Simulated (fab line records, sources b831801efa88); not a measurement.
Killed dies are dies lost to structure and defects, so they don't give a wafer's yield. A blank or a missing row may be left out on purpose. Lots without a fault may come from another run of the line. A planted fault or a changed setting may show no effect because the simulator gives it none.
fab line records | flow gf180mcu | part 1 of 2: steps 1 to 27 of 37
record lots=5 wafers=15 last_day=34
route steps=602 shown V1@349 M2@362 V2@382
lots that met no fault: from a run of the same line without faults
start_h: hours from the record's first day to the start of the lot's first wafer shown | wait_h: hours since the lot's step before | " the same as in the row above | L1.1+2: a row that stands for several wafers | - no value, or no start given | * or withheld: withheld | < > ~ a bound
route shown NAME@n: a module of which the file shows steps, and the number in the route of the first | usual: mean/standard deviation of fault-free wafers | same: alike in all rows | chamber/n: place in a boat | sites: the reading at each site | _std_site: their standard deviation | _edge_site: outer sites' mean less inner sites' | radius_mm: how far each site lies from the wafer's centre | mask NAME#n: copy n | behind: the tool/chamber that last shaped the wafer | hold: why the lot was held/for how many hours/how that ended | device: the transistor (n, p or np) that didn't switch | end of line: the same wafers' tests at the end of the route | a step without rows: its recipe alone | killed: dies lost to structure and defects at the first sort, not the wafer's yield | map: a wafer's dies, x killed, . not, _ none there
set.NAME: the setting as run; set.NAME@STEP: as run at that earlier step | model.NAME: the simulator's own value behind a step, which no gauge read
lots at some steps of the route; a table a step, a row a wafer
services: from which hour (start_h, from the record's first day; less than 0 if before it) a tool's chamber was out of use, for how many hours, and why
## steps
# step GF_V1_CD_MEAS_14
# recipe target_cd_nm=260
# usual cd_nm=260.2/1.3
# columns lot.wafer tool chamber start_h wait_h cd_nm
L078.2 cd_sem-01 - 449.37 0.1 258.8
L078.3 " - " " 260.4
L078.4 " - " " 258.3
L080.2 cd_sem-02 - 473.77 0.1 260.5
L080.3 " - " " 260.5
L080.6 " - " " 261.1
L084.1 cd_sem-01 - 504.15 0.1 261.9
L084.3 " - " " 262.5
L084.6 " - " " 261.6
L092.2 cd_sem-02 - 567.97 0.1 259.4
L092.3 " - " " 260.8
L092.4 " - " " 261.6
L097.2 cd_sem-02 - 610.12 0.1 260.8
L097.4 " - " " 260.3
L097.6 " - " " 261.3
# step GF_V1_OVL_MEAS_15
# usual V1_OVL=-3/6.6
# columns lot.wafer tool chamber start_h wait_h V1_OVL[nm]
L078.2 overlay-02 - 449.48 0.1 -8
L078.3 " - " " -8
L078.4 " - " " -1
L080.2 overlay-01 - 473.88 0.1 1
L080.3 " - " " 4
L080.6 " - " " 3
L084.1 overlay-01 - 504.27 0.1 2
L084.3 " - " " -1
L084.6 " - " " 3
L092.2 overlay-01 - 568.08 0.1 10
L092.3 " - " " 12
L092.4 " - " " 10
L097.2 overlay-01 - 610.23 0.1 -2
L097.4 " - " " -3
L097.6 " - " " -6
# step GF_V1_ETCH_16
# recipe chemistry=N2/H2 target_depth_a=withheld overetch_a=withheld time_s=withheld target=BARC ion_energy_ev=200 source_w=491.8 bias_w=100 pressure_mtorr=30 n2_flow_sccm=100 h2_flow_sccm=200
# usual drypump_motor_current_A=5.9/0.55 oes_product_au=0.855/0.0047 throttle_valve_pct=13.224/0.0083
# columns lot.wafer tool chamber start_h wait_h drypump_motor_current_A oes_product_au throttle_valve_pct
L078.2 rie_diel-03 0 449.51 0.0 5.9 0.847 13.213
L078.3 " 2 " " 5.8 0.855 13.224
L078.4 " 1 " " 5.8 0.855 13.217
L080.2 rie_diel-02 2 473.91 0.0 5.0 0.855 13.233
L080.3 " 0 " " 6.4 0.853 13.223
L080.6 " 3 " " 6.2 0.860 13.216
L084.1 rie_diel-04 3 504.31 0.0 6.5 0.862 13.230
L084.3 " 2 " " 5.2 0.852 13.216
L084.6 " 2 " " 5.2 0.858 13.224
L092.2 rie_diel-04 2 568.11 0.0 5.2 0.863 13.236
L092.3 " 0 " " 5.7 0.868 13.221
L092.4 " 3 " " 6.5 0.849 13.217
L097.2 rie_diel-04 0 610.26 0.0 5.7 0.853 13.228
L097.4 " 2 " " 5.2 0.855 13.223
L097.6 " 0 " " 5.7 0.856 13.217
# step GF_V1_ETCH_17
# recipe chemistry=C4F8/O2/Ar mask_material=KrF target=SiO2 stop_on=TiN source_w=1500 bias_w=1200 pressure_mtorr=40 c4f8_flow_sccm=withheld O2_flow_sccm=6 Ar_flow_sccm=300 time_s=withheld target_depth_a=6300
# usual oes_product_au=0.855/0.0043
# columns lot.wafer tool chamber start_h wait_h oes_product_au
L078.2 rie_diel-03 0 - - 0.848
L078.3 " 2 " " 0.847
L078.4 " 1 " " 0.859
L080.2 rie_diel-02 2 - - 0.856
L080.3 " 0 " " 0.853
L080.6 " 3 " " 0.855
L084.1 rie_diel-04 3 - - 0.850
L084.3 " 2 " " 0.856
L084.6 " 2 " " 0.860
L092.2 rie_diel-04 2 - - 0.864
L092.3 " 0 " " 0.859
L092.4 " 3 " " 0.851
L097.2 rie_diel-04 0 - - 0.856
L097.4 " 2 " " 0.863
L097.6 " 0 " " 0.855
# step GF_V1_STRIP_18
# recipe chemistry=O2/N2 power_w=1400 pressure_mtorr=1500 platen_temp_c=250 o2_flow_sccm=3000 n2_flow_sccm=300 overash_fraction=0.5
# usual drypump_motor_current_A=5.5/0.68 heater_power_w=349/53 oes_product_au=0.593/0.0051
# columns lot.wafer tool chamber start_h wait_h drypump_motor_current_A heater_power_w oes_product_au rf_hours_counter_h
L078.2 plasma_asher-02 0 449.64 - 6.2 279 0.592 33
L078.3 " 0 " " 6.2 277 0.586 -
L078.4 " 1 " " 5.2 381 0.591 -
L080.2 plasma_asher-04 0 474.04 - 4.7 344 0.593 70
L080.3 " 0 " " 4.7 342 0.589 -
L080.6 " 0 " " 4.8 336 0.597 -
L084.1 plasma_asher-03 1 504.44 - 4.9 445 0.584 8
L084.3 " 1 " " 4.9 439 0.591 -
L084.6 " 1 " " 4.9 445 0.586 -
L092.2 plasma_asher-04 0 568.24 - 4.8 351 0.593 79
L092.3 " 1 " " 6.4 359 0.594 -
L092.4 " 0 " " 4.8 344 0.600 -
L097.2 plasma_asher-02 1 610.38 - 5.2 380 0.594 50
L097.4 " 1 " " 5.2 395 0.590 -
L097.6 " 0 " " 6.2 289 0.587 -
# step GF_V1_STRIP_19
# recipe chemistry=post_etch_residue_remover time_s=1200 temp_c=72.5
# columns lot.wafer tool chamber start_h wait_h
L078.2+3+4 wet_bench-02 0 449.74 0.1
L080.2+3+6 wet_bench-02 0 474.14 0.1
L084.1+3+6 wet_bench-03 2 504.54 0.1
L092.2+3+4 wet_bench-02 2 568.34 0.1
L097.2+4+6 wet_bench-04 1 610.48 0.1
# step GF_V1_CLEAN_20
# recipe chemistry=DIW dry=n2_spin
# columns lot.wafer tool chamber start_h wait_h
L078.2+3+4 wet_bench-03 3 450.08 0.0
L080.2+3+6 wet_bench-03 1 474.51 0.0
L084.1+3+6 wet_bench-02 3 504.88 0.0
L092.2+3+4 wet_bench-04 0 568.68 0.0
L097.2+4+6 wet_bench-03 1 610.89 0.0
# step GF_V1_SPUTTER_21
# recipe material=Ti target_thk_nm=15 chamber_pressure_pa=5 power_w=2500 substrate_temp_c=200 time_s=80.02
# usual chamber_pressure_pa=5.000/0.01 throttle_valve_pct=30.6/1.5
# columns lot.wafer tool chamber start_h wait_h chamber_pressure_pa throttle_valve_pct
L078.2 pvd_sputter-01 - 450.17 0.0 5.000 29.3
L078.3 " - " " 4.996 32.0
L078.4 " - " " 5.005 31.2
L080.2 pvd_sputter-02 - 474.60 0.0 4.984 31.8
L080.3 " - " " 5.001 31.8
L080.6 " - " " 5.020 31.7
L084.1 pvd_sputter-02 - 504.97 0.0 4.994 32.0
L084.3 " - " " 4.996 27.4
L084.6 " - " " 5.000 27.6
L092.2 pvd_sputter-03 - 568.77 0.0 4.998 28.9
L092.3 " - " " 4.978 30.3
L092.4 " - " " 4.992 30.5
L097.2 pvd_sputter-01 - 611.07 0.0 4.993 29.2
L097.4 " - " " 5.013 31.6
L097.6 " - " " 5.009 32.1
# step GF_V1_SPUTTER_22
# recipe material=TiN target_thk_nm=10 chamber_pressure_pa=5 power_w=4000 time_s=40
# usual chamber_pressure_pa=4.999/0.011 throttle_valve_pct=30.6/1.5
# columns lot.wafer tool chamber start_h wait_h chamber_pressure_pa throttle_valve_pct
L078.2 pvd_sputter-01 - 450.23 0.0 5.001 29.3
L078.3 " - " " 4.976 32.1
L078.4 " - " " 5.024 31.5
L080.2 pvd_sputter-02 - 474.66 0.0 5.006 31.6
L080.3 " - " " 5.015 32.0
L080.6 " - " " 4.989 31.3
L084.1 pvd_sputter-02 - 505.03 0.0 4.990 31.9
L084.3 " - " " 5.002 27.7
L084.6 " - " " 5.005 28.1
L092.2 pvd_sputter-03 - 568.83 0.0 5.008 28.8
L092.3 " - " " 4.974 30.3
L092.4 " - " " 4.993 30.6
L097.2 pvd_sputter-01 - 611.14 0.0 5.002 29.3
L097.4 " - " " 4.992 31.6
L097.6 " - " " 5.005 32.2
# step GF_V1_CVD_23
# recipe material=W target_thk_nm=350 time_s=105.05 temp_c=400 pressure_torr=40
# usual chamber_pressure_Torr=39.98/0.085 heater_power_w=782/44
# columns lot.wafer tool chamber start_h wait_h chamber_pressure_Torr heater_power_w
L078.2 cvd_w-02 1 450.27 0.0 40.18 807
L078.3 " 0 " " 40.11 735
L078.4 " 1 " " 39.97 806
L080.2 cvd_w-02 1 474.70 0.0 39.92 817
L080.3 " 1 " " 40.00 833
L080.6 " 1 " " 39.94 820
L084.1 cvd_w-02 1 505.07 0.0 39.82 814
L084.3 " 1 " " 39.89 809
L084.6 " 0 " " 40.04 740
L092.2 cvd_w-01 1 568.87 0.0 39.91 833
L092.3 " 0 " " 40.11 748
L092.4 " 1 " " 40.07 819
L097.2 cvd_w-01 0 611.17 0.0 39.98 761
L097.4 " 0 " " 40.02 737
L097.6 " 0 " " 40.11 754
# step GF_V1_RS_MEAS_24
# recipe thk_meas_gauge=four-point-probe reads=W_of_V1_CVD_23+TiN_of_V1_SPUTTER_22+Ti_of_V1_SPUTTER_21
# usual V1_W_RS=0.3269/0.003
# columns lot.wafer tool chamber start_h wait_h V1_W_RS[ohm/sq]
L078.2 film_metro-04 - 450.40 0.1 0.3206
L078.3 " - " " 0.3246
L078.4 " - " " 0.3237
L080.2 film_metro-02 - 474.83 0.1 0.3231
L080.3 " - " " 0.3217
L080.6 " - " " 0.3223
L084.1 film_metro-02 - 505.18 0.1 0.3253
L084.3 " - " " 0.3233
L084.6 " - " " 0.3266
L092.2 film_metro-04 - 569.00 0.1 0.3299
L092.3 " - " " 0.3254
L092.4 " - " " 0.3305
L097.2 film_metro-02 - 611.31 0.1 0.3254
L097.4 " - " " 0.3249
L097.6 " - " " 0.3282
# step GF_V1_THK_MEAS_25
# recipe thk_meas_gauge=xrf reads=W_of_V1_CVD_23
# usual V1_W_THK=361/4.5
# columns lot.wafer tool chamber start_h wait_h V1_W_THK[nm]
L078.2 film_metro-04 - 450.51 0.1 363
L078.3 " - " " 359
L078.4 " - " " 360
L080.2 film_metro-02 - 474.94 0.1 363
L080.3 " - " " 366
L080.6 " - " " 363
L084.1 film_metro-02 - 505.30 0.1 361
L084.3 " - " " 364
L084.6 " - " " 361
L092.2 film_metro-04 - 569.11 0.1 353
L092.3 " - " " 359
L092.4 " - " " 354
L097.2 film_metro-02 - 611.42 0.1 365
L097.4 " - " " 365
L097.6 " - " " 363
# step GF_V1_CMP_26
# recipe stop_on=SiO2 down_force_psi=3.5 platen_rpm=60 t_overpolish_s=15 target_thk_nm=0 pad_velocity_m_s=0.94248
# usual motor_current_A=11.0/0.82 overpolish_run_s=15.001/0.0083 time_to_endpoint_s=83/4.2
# columns lot.wafer tool chamber start_h wait_h motor_current_A overpolish_run_s time_to_endpoint_s
L078.4 cmp-01 0 450.56 0.0 10.8 15.005 77
L078.3 " 1 " " 10.1 15.007 83
L078.2 " 2 " " 11.7 15.008 89
L080.3 cmp-01 0 475.04 0.1 10.8 15.001 75
L080.2 " 1 " " 9.6 15.001 85
L080.6 " 0 " " 10.7 15.008 77
L084.1 cmp-01 2 505.41 0.1 11.6 15.001 86
L084.3 " 0 " " 10.9 14.993 77
L084.6 " 1 " " 10.0 14.997 83
L092.4 cmp-01 2 569.16 0.0 11.4 14.994 88
L092.2 " 3 " " 10.3 15.000 80
L092.3 " 0 " " 10.9 15.007 78
L097.2 cmp-02 3 611.47 0.0 11.9 15.000 81
L097.4 " 0 " " 11.5 15.001 87
L097.6 " 0 " " 11.6 15.000 84
# step GF_M2_SPUTTER_00
# recipe material=Ti target_thk_nm=37.5 arriving_ion_energy_ev=80 substrate_temp_c=200 chamber_pressure_pa=2 power_w=4000 time_s=150
# usual chamber_pressure_pa=1.999/0.0037 throttle_valve_pct=30.0/1.1
# columns lot.wafer tool chamber start_h wait_h chamber_pressure_pa throttle_valve_pct
L078.2 pvd_sputter-03 - 450.86 0.1 1.993 30.4
L078.3 " - " " 2.001 29.4
L078.4 " - " " 2.003 28.9
L080.2 pvd_sputter-04 - 475.29 0.1 1.998 28.9
L080.3 " - " " 2.000 30.5
L080.6 " - " " 1.996 28.9
L084.1 pvd_sputter-01 - 505.66 0.2 1.998 32.2
L084.3 " - " " 1.998 29.4
L084.6 " - " " 1.992 31.5
L092.2 pvd_sputter-01 - 569.46 0.2 1.999 29.5
L092.3 " - " " 2.004 32.0
L092.4 " - " " 1.997 31.5
L097.2 pvd_sputter-03 - 611.77 0.2 2.001 30.5
L097.4 " - " " 2.002 29.5
L097.6 " - " " 2.002 28.8
# step GF_M2_SPUTTER_01
# recipe material=TiN target_thk_nm=30 power_w=6500 time_s=25 chamber_pressure_pa=0.4
# usual chamber_pressure_pa=0.4000/0.00088 throttle_valve_pct=30.1/1.1
# columns lot.wafer tool chamber start_h wait_h chamber_pressure_pa throttle_valve_pct
L078.2 pvd_sputter-03 - 450.96 0.1 0.3993 30.1
L078.3 " - " " 0.3989 29.5
L078.4 " - " " 0.4017 28.7
L080.2 pvd_sputter-04 - 475.39 0.1 0.4011 29.0
L080.3 " - " " 0.4002 30.4
L080.6 " - " " 0.4007 28.7
L084.1 pvd_sputter-01 - 505.76 0.1 0.3994 32.0
L084.3 " - " " 0.4000 29.1
L084.6 " - " " 0.4007 31.7
L092.2 pvd_sputter-01 - 569.56 0.1 0.4005 29.6
L092.3 " - " " 0.3989 32.2
L092.4 " - " " 0.4001 31.4
L097.2 pvd_sputter-03 - 611.87 0.1 0.4010 30.4
L097.4 " - " " 0.4000 29.5
L097.6 " - " " 0.3996 29.0
# step GF_M2_SPUTTER_02
# recipe material=AlCu target_thk_nm=450 power_w=10600 time_s=23.9 chamber_pressure_pa=0.4
# usual chamber_pressure_pa=0.4000/0.00087 throttle_valve_pct=30.0/1.1
# columns lot.wafer tool chamber start_h wait_h chamber_pressure_pa throttle_valve_pct
L078.2 pvd_sputter-03 - 450.99 0.0 0.4011 30.4
L078.3 " - " " 0.4001 29.6
L078.4 " - " " 0.4010 28.9
L080.2 pvd_sputter-04 - 475.42 0.0 0.4002 29.0
L080.3 " - " " 0.4016 30.3
L080.6 " - " " 0.4016 28.7
L084.1 pvd_sputter-01 - 505.79 0.0 0.3977 32.2
L084.3 " - " " 0.3990 29.7
L084.6 " - " " 0.4001 31.3
L092.2 pvd_sputter-01 - 569.59 0.0 0.4006 29.2
L092.3 " - " " 0.3999 32.3
L092.4 " - " " 0.4003 31.2
L097.2 pvd_sputter-03 - 611.90 0.0 0.3998 30.3
L097.4 " - " " 0.3991 29.3
L097.6 " - " " 0.3998 28.7
# step GF_M2_SPUTTER_03
# recipe material=Ti target_thk_nm=10 substrate_temp_c=300 chamber_pressure_pa=0.3 power_w=3000 time_s=6.7
# usual chamber_pressure_pa=0.2999/0.00061 throttle_valve_pct=30.1/1.1
# columns lot.wafer tool chamber start_h wait_h chamber_pressure_pa throttle_valve_pct
L078.2 pvd_sputter-03 - 451.02 0.0 0.3000 30.1
L078.3 " - " " 0.2996 29.2
L078.4 " - " " 0.3009 28.8
L080.2 pvd_sputter-04 - 475.45 0.0 0.3004 28.9
L080.3 " - " " 0.2993 30.1
L080.6 " - " " 0.3008 29.1
L084.1 pvd_sputter-01 - 505.82 0.0 0.2999 32.5
L084.3 " - " " 0.3005 29.6
L084.6 " - " " 0.2991 31.4
L092.2 pvd_sputter-01 - 569.62 0.0 0.3003 29.3
L092.3 " - " " 0.2990 32.4
L092.4 " - " " 0.3002 31.3
L097.2 pvd_sputter-03 - 611.93 0.0 0.3010 30.3
L097.4 " - " " 0.2997 29.4
L097.6 " - " " 0.3005 28.9
# step GF_M2_SPUTTER_04
# recipe material=TiN target_thk_nm=50 power_w=6500 time_s=43.34 chamber_pressure_pa=0.4
# usual chamber_pressure_pa=0.4001/0.00077 throttle_valve_pct=30.1/1.1
# columns lot.wafer tool chamber start_h wait_h chamber_pressure_pa throttle_valve_pct
L078.2 pvd_sputter-03 - 451.04 0.0 0.4010 30.1
L078.3 " - " " 0.3999 29.6
L078.4 " - " " 0.3993 28.8
L080.2 pvd_sputter-04 - 475.47 0.0 0.3989 28.9
L080.3 " - " " 0.3988 30.2
L080.6 " - " " 0.4003 29.0
L084.1 pvd_sputter-01 - 505.84 0.0 0.4000 32.2
L084.3 " - " " 0.4012 29.6
L084.6 " - " " 0.4003 31.6
L092.2 pvd_sputter-01 - 569.64 0.0 0.4004 29.5
L092.3 " - " " 0.3993 32.0
L092.4 " - " " 0.4016 31.4
L097.2 pvd_sputter-03 - 611.95 0.0 0.4003 30.6
L097.4 " - " " 0.3988 29.6
L097.6 " - " " 0.3999 28.8
# step GF_M2_RS_MEAS_05
# recipe thk_meas_gauge=four-point-probe reads=TiN_of_M2_SPUTTER_04+Ti_of_M2_SPUTTER_03+AlCu_of_M2_SPUTTER_02+TiN_of_M2_SPUTTER_01+Ti_of_M2_SPUTTER_00
# usual M2_ALCU_RS=0.0694/0.00081
# columns lot.wafer tool chamber start_h wait_h M2_ALCU_RS[ohm/sq]
L078.2 film_metro-02 - 451.10 0.0 0.0703
L078.3 " - " " 0.0703
L078.4 " - " " 0.0696
L080.2 film_metro-02 - 475.53 0.0 0.0682
L080.3 " - " " 0.0692
L080.6 " - " " 0.0683
L084.1 film_metro-02 - 505.88 0.0 0.0695
L084.3 " - " " 0.0692
L084.6 " - " " 0.0683
L092.2 film_metro-01 - 569.70 0.0 0.0694
L092.3 " - " " 0.0709
L092.4 " - " " 0.0703
L097.2 film_metro-01 - 612.01 0.0 0.0686
L097.4 " - " " 0.0700
L097.6 " - " " 0.0704
# step GF_M2_THK_MEAS_06
# recipe thk_meas_gauge=xrf reads=AlCu_of_M2_SPUTTER_02
# usual M2_ALCU_THK=450/6.9
# columns lot.wafer tool chamber start_h wait_h M2_ALCU_THK[nm]
L078.2 film_metro-02 - 451.21 0.1 450
L078.3 " - " " 448
L078.4 " - " " 452
L080.2 film_metro-02 - 475.64 0.1 459
L080.3 " - " " 455
L080.6 " - " " 460
L084.1 film_metro-02 - 506.00 0.1 455
L084.3 " - " " 458
L084.6 " - " " 464
L092.2 film_metro-01 - 569.81 0.1 446
L092.3 " - " " 436
L092.4 " - " " 442
L097.2 film_metro-01 - 612.12 0.1 450
L097.4 " - " " 440
L097.6 " - " " 438
# step GF_M2_DEHYDRATE_07
# recipe temp_c=200 time_s=60
# columns lot.wafer tool chamber start_h wait_h
L078.2+3+4 litho_track-03 0 462.69 11.5
L080.2+3+6 litho_track-03 0 486.99 11.3
L084.1+3+6 litho_track-04 0 517.24 11.2
L092.2+3+4 litho_track-04 0 580.12 10.3
L097.2+4+6 litho_track-02 0 621.97 9.8
# step GF_M2_HMDS_08
# recipe prime_time_s=60 prime_temp_c=120
# columns lot.wafer tool chamber start_h wait_h
L078.2+3+4 litho_track-03 0 462.84 0.1
L080.2+3+6 litho_track-03 0 487.14 0.1
L084.1+3+6 litho_track-04 0 517.39 0.1
L092.2+3+4 litho_track-04 0 580.27 0.1
L097.2+4+6 litho_track-02 0 622.12 0.1
# step GF_M2_COAT_09
# recipe resist=KrF spin_rpm=withheld resist_thk_nm=1000
# columns lot.wafer tool chamber start_h wait_h
L078.2+3+4 litho_track-03 0 462.99 0.1
L080.2+3+6 litho_track-03 0 487.29 0.1
L084.1+3+6 litho_track-04 0 517.54 0.1
L092.2+3+4 litho_track-04 0 580.42 0.1
L097.2+4+6 litho_track-02 0 622.27 0.1
# step GF_M2_SOFTBAKE_10
# recipe temp_c=130 time_s=60 resist=KrF
# columns lot.wafer tool chamber start_h wait_h
L078.2+3+4 litho_track-03 0 463.14 0.1
L080.2+3+6 litho_track-03 0 487.44 0.1
L084.1+3+6 litho_track-04 0 517.69 0.1
L092.2+3+4 litho_track-04 0 580.57 0.1
L097.2+4+6 litho_track-02 0 622.42 0.1
# step GF_M2_EXPOSE_11
# recipe mask_id=Metal2 target_cd_nm=280 na=0.68 source_shape=conventional sigma_outer=0.6 dose_mj=28
# columns lot.wafer tool chamber start_h wait_h mask
L078.2+3+4 krf_scanner-01 0 - - Metal2#0
L080.2+3+6 krf_scanner-02 0 - - Metal2#0
L084.1+3+6 krf_scanner-02 0 - - Metal2#0
L092.2+3+4 krf_scanner-01 0 - - Metal2#0
L097.2+4+6 krf_scanner-01 0 - - Metal2#0
# step GF_M2_PEB_12
# recipe peb_temp_c=135 peb_time_s=90 resist=KrF
# columns lot.wafer tool chamber start_h wait_h
L078.2+3+4 litho_track-04 0 - -
L080.2+3+6 litho_track-03 0 - -
L084.1+3+6 litho_track-03 0 - -
L092.2+3+4 litho_track-04 0 - -
L097.2+4+6 litho_track-04 0 - -
# step GF_M2_DEVELOP_13
# recipe develop_time_s=60 dev_temp_c=21
# columns lot.wafer tool chamber start_h wait_h
L078.2+3+4 litho_track-04 0 475.12 0.2
L080.2+3+6 litho_track-03 0 498.49 0.2
L084.1+3+6 litho_track-03 0 528.81 0.2
L092.2+3+4 litho_track-04 0 591.57 0.2
L097.2+4+6 litho_track-04 0 632.32 0.2
